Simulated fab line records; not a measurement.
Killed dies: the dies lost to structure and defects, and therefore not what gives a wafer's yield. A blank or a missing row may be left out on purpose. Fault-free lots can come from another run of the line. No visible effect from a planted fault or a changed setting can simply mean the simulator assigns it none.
Which tool is to blame? | flow sfq_line | 7 lots with 21 wafers sampled at 4 steps, on a route of 325 steps

== WHAT THE GAUGES SHOWED, per wafer ==
SFQ_I2_OVL_MEAS_918.
lot  | measured     | on         | I2_OVL (nm)
L635 | day 22 07:46 | overlay-02 | -3 0 -8
L639 | day 24 14:47 | overlay-01 | -5 -2 0
L642 | day 27 07:22 | overlay-01 | -9 -16 -13
L644 | day 28 06:53 | overlay-02 | -5 -9 -2
L646 | day 29 00:41 | overlay-01 | 2 -2 -6
L649 | day 29 18:46 | overlay-01 | 6 1 -1
L657 | day 32 06:46 | overlay-02 | 8 7 -1

== EACH LOT AND THE TOOL THAT RAN IT (in order: tool; ch and the chambers of the sampled wafers; start) ==
lot  | SFQ_TRILAYER_I1_CMP_CMP_046   | SFQ_TRILAYER_I1_METRO_MEASURE_047 | SFQ_TRILAYER_I1_VIA_ETCH_VIA_ETCH_052
L635 | cmp-01 ch 0,1,3, day 15 11:14 | film_metro-01, day 15 13:10       | rie_diel-01 ch 0,1,2, day 21 00:57
L639 | cmp-01 ch 0,1,2, day 19 07:52 | film_metro-04, day 19 10:29       | rie_diel-01 ch 0,1, day 23 23:16
L642 | cmp-02 ch 1,2,3, day 20 03:23 | film_metro-04, day 20 06:30       | rie_diel-01 ch 0,1,2, day 26 19:54
L644 | cmp-02 ch 1,2,3, day 20 16:23 | film_metro-04, day 20 18:30       | rie_diel-03 ch 0,1, day 27 09:06
L646 | cmp-02 ch 1,2, day 21 13:15   | film_metro-04, day 21 15:52       | rie_diel-03 ch 2,3, day 27 22:25
L649 | cmp-02 ch 1,2,3, day 22 11:34 | film_metro-02, day 22 14:05       | rie_diel-02 ch 0,2, day 28 23:45
L657 | cmp-01 ch 1,2,3, day 24 15:35 | film_metro-04, day 24 17:49       | rie_diel-01 ch 0,2,3, day 31 02:54
- SFQ_TRILAYER_I1_CMP_CMP_046: polishes SiO2.
- SFQ_TRILAYER_I1_METRO_MEASURE_047
- SFQ_TRILAYER_I1_VIA_ETCH_VIA_ETCH_052: etches SiO2 in CHF3, stops on Nb, target depth 260 nm.

== THE ANSWER, worked out from the rows above alone ==
Rule: usual is defined by the lots themselves. The widest of any qualifying gaps counts: lots, ordered by their means at a reading, are off when they make up no more than a third of the lots, leave a main group of 4 or more, and stand apart from it by 3 or more times the standard deviation of that group's means. A main group is skipped when, at the precision printed for the reading in the tables above, its means are all equal. Also off: a lot with no number at a reading for which 4 or more lots have one. The other lots that the step has rows for count as sound.
No lot is off on any of the readings shown, so nothing can be concluded from this.

== WHAT WAS PUT IN BY THE SIMULATOR ==
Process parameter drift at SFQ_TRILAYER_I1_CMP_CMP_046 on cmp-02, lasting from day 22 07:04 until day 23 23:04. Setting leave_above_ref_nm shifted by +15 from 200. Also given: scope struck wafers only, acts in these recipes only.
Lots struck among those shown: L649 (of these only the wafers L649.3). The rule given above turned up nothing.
